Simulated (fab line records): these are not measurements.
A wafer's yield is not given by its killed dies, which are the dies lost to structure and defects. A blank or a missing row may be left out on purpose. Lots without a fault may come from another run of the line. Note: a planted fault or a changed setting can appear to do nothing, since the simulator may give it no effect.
A struck lot beside a sound one :: flow sky130 :: 15 out of 708 route steps
Sound: these wafers, L814.1, L814.5, L814.6. Struck: wafer L823.2 (left out: L823.6, a lot-mate that was not struck); the cause follows at the end.
Order at every step that has rows: each side's tool, ch and its chambers, its first start. Under that, the readings that differ: sound wafers :: struck wafers :: difference of the means :: sigmas: that difference in standard deviations of wafers without a fault.
alike: a reading whose means differ by less than 2 such deviations, as well as words and numbers matching on both sides. not compared: withheld readings; readings where some wafer has no value; bounds like >300 that might hide an equal value; numbers whose values overlap and for which the record gives no deviation.
A row with sigmas, a row that says differs or no value, or rows on one side alone: a step with any of these is where the two part. Numbers that don't overlap but have no deviation are shown without sigmas and don't part them. A reading that every wafer of one side lacks parts them only if that side has two wafers or more.

SKY_SD_N_OVL_MEAS_08:
  struck on overlay-02, day 32 21:10; sound on overlay-01, day 29 06:47
reading: SD_N_OVL (nm)
sound: 0.8 2.5 3.1
struck: -1.2
difference: -3.3
sigmas: -2
then, 2 steps without rows for these wafers: SKY_SD_N_IMPLANT_09; SKY_SD_N_IMPLANT_10.
SKY_SD_N_STRIP_11: strips in O2/N2.
  sound on plasma_asher-04 ch 0,1, day 29 07:07; struck on plasma_asher-04 ch 0, day 32 21:30
reading: chamber_pressure_mTorr (mTorr)
sound: 1500.2 1500.5 1500.5
struck: 1497.8
difference: -2.6
sigmas: -2
  alike: drypump_motor_current_A, n2_flow_sccm, oes_product_au, strip_time_to_endpoint_s
  not compared: rf_hours_counter_h
SKY_SD_N_TW_MEAS_12:
  struck on film_metro-03, day 32 21:37; sound on film_metro-02, day 29 07:13
  alike: SD_N_TW
then, 1 step without rows for these wafers: SKY_SD_N_CLEAN_13 (cleans in SC1/SC2, time 150 s).
SKY_SD_N_RTA_14: time 2 s.
  sound on rtp_anneal-02 ch 0, day 29 07:19; struck on rtp_anneal-01 ch 0, day 32 21:43
  alike: lamp_power_pct, wafer_temp_C_max
SKY_SD_N_RS_MEAS_16: measurement is done with a four-point probe.
  struck on film_metro-04, day 32 21:54; sound on film_metro-02, day 29 07:30
reading: SD_N_RS (ohm/sq)
sound: 68.45 68.39 68.40
struck: 68.71
difference: +0.30
sigmas: +2
SKY_SD_N_RS_MEAS_17: measurement is done with a four-point probe.
  struck on film_metro-04, day 32 22:01; sound on film_metro-02, day 29 07:37
  alike: SD_P_RS
SKY_SD_N_RS_MEAS_18: measurement is done with a four-point probe.
  struck on film_metro-04, day 32 22:08; sound on film_metro-02, day 29 07:44
  alike: RES_XHIGH_RS
then, 1 step without rows for these wafers: SKY_SALICIDE_CLEAN_00 (cleans in HF-last, time 30 s).
SKY_LI_CONTACT_HDPCVD_00: deposits PSG, target thk 930 nm, time 155 s.
  sound on hdpcvd-01 ch 1,2, day 29 07:53; struck on hdpcvd-01 ch 1, day 32 22:16
reading: model.PSG_of_LI_CONTACT_HDPCVD_00.thk_nm (nm)
sound: 935.2 920.4 929.8
struck: 1284
difference: +356
sigmas: 
  alike: pressure_mtorr
SKY_LI_CONTACT_THK_MEAS_01:
  struck on film_metro-04, day 32 22:22; sound on film_metro-03, day 29 07:59
reading: LI_CONTACT_HDPCVD_THK (nm)
sound: 935 920 930
struck: 1286
difference: +358
sigmas: +37
SKY_LI_CONTACT_CMP_02: polishes PSG.
  sound on cmp-01 ch 1,2, day 29 08:02; struck on cmp-02 ch 1, day 32 22:40
reading: time_to_endpoint_s (s)
sound: 31.0 31.3 28.7
struck: 68.4
difference: +38.1
sigmas: +17
  alike: motor_current_A, slurry_filter_dp_kPa
SKY_LI_CONTACT_BOW_MEAS_03:
  struck on film_metro-03, day 32 22:53; sound on film_metro-02, day 29 08:20
  alike: LI_CONTACT_BOW

WHERE THEY PART
Earliest at SKY_SD_N_OVL_MEAS_08; latest, in this record, at SKY_LI_CONTACT_CMP_02. Later steps at which nothing parts them and some readings are alike: SKY_LI_CONTACT_BOW_MEAS_03.

WHY: what had been put in by the simulator
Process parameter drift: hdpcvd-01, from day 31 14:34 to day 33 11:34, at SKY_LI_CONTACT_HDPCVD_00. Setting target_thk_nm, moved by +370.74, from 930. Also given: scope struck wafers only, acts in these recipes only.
